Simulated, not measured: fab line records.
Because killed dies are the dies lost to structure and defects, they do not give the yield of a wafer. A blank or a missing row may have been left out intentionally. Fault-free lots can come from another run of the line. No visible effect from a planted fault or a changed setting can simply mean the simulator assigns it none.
Chamber matching ; flow gf180mcu ; 4 sister chambers for GF_V1_CMP_26 on cmp-01
The step polishes, stops on SiO2, t overpolish 15 s, target thk 0 nm. 36 wafers are shown with their chamber, then 12 later ones without.

WAFERS PAIRED WITH THEIR CHAMBERS
wafer;chamber;motor_current_A (A);time_to_endpoint_s (s);retaining_ring_pressure_frac
L074.1;1;10.3;90.5;1.003
L074.4;2;8.5;86.3;0.996
L074.6;1;10.9;86.2;1.010
L075.2;3;9.2;85.6;0.991
L075.5;2;8.6;85.0;1.005
L075.6;1;11.0;89.1;1.004
L077.1;1;10.5;92.3;0.998
L077.2;3;8.0;90.7;0.996
L077.6;2;8.8;89.2;0.999
L076.2;2;7.6;91.5;0.997
L076.3;0;10.9;88.8;0.996
L076.4;3;8.4;94.1;1.006
L079.2;2;9.0;91.0;0.995
L079.5;1;10.9;90.0;1.003
L079.6;2;8.8;92.3;1.011
L080.1;2;8.8;87.7;1.002
L080.4;3;8.2;85.5;1.006
L080.6;2;8.5;89.7;1.004
L082.3;3;8.1;90.4;1.001
L082.4;2;9.3;89.6;0.999
L082.5;3;8.3;90.5;1.004
L084.4;1;10.7;84.8;0.990
L084.5;0;10.9;87.4;0.992
L084.6;3;8.6;86.9;0.996
L085.1;0;10.0;86.2;0.998
L085.2;3;7.9;88.4;0.994
L085.4;2;8.8;88.0;0.997
L086.2;0;10.4;83.5;0.995
L086.3;2;8.6;83.3;1.001
L086.4;3;8.4;84.0;0.999
L089.1;2;8.5;85.7;0.999
L089.2;3;8.3;84.2;0.999
L089.3;1;10.9;88.3;0.998
L091.1;2;8.8;85.1;0.996
L091.3;0;10.1;85.1;1.002
L091.4;1;11.0;86.8;0.997

SIGNATURES, as means of the wafers listed above
reading;chamber 0;chamber 1;chamber 2;chamber 3;scatter within a chamber
motor_current_A;10.460;10.775;8.662;8.340;0.363
time_to_endpoint_s;86.200;88.500;88.031;88.030;2.82
retaining_ring_pressure_frac;0.99660;1.00038;1.00008;0.99920;0.00495
Rule: distance of a wafer from a chamber = root of the sum over the readings of ((wafer's reading minus chamber's mean) / reading's scatter) squared. The wafer belongs to the nearest chamber; if the next one is less than 2 further off, it can't be placed. The scatter is the square root of a quotient: the sum, over the shown wafers, of each reading's squared deviation from its chamber's mean, divided by wafers minus chambers.

WAFERS WITH NO CHAMBER GIVEN
wafer;motor_current_A (A);time_to_endpoint_s (s);retaining_ring_pressure_frac
L093.2;11.0;88.0;1.004
L093.3;10.3;89.4;0.990
L093.4;8.7;84.6;1.002
L094.1;10.4;87.0;1.008
L094.2;10.7;85.6;1.002
L094.3;9.0;86.5;1.006
L096.1;8.2;88.7;0.992
L096.2;10.2;87.0;0.999
L096.5;8.3;88.0;1.006
L095.1;11.1;85.8;1.004
L095.3;10.1;84.3;1.001
L095.5;8.2;89.9;1.003

EACH ONE'S CHAMBER
wafer;from the rows above;in truth
L093.2;can't be placed: 1 or 0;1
L093.3;can't be placed: 0 or 1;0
L093.4;can't be placed: 2 or 3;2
L094.1;can't be placed: 1 or 0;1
L094.2;can't be placed: 1 or 0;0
L094.3;can't be placed: 2 or 3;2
L096.1;can't be placed: 3 or 2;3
L096.2;can't be placed: 0 or 1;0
L096.5;can't be placed: 3 or 2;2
L095.1;can't be placed: 1 or 0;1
L095.3;can't be placed: 0 or 1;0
L095.5;can't be placed: 3 or 2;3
Correctly placed: 0 of 12. Not placeable from these rows: 12 (in 12, the candidates include the true chamber). 0 placed wrongly.
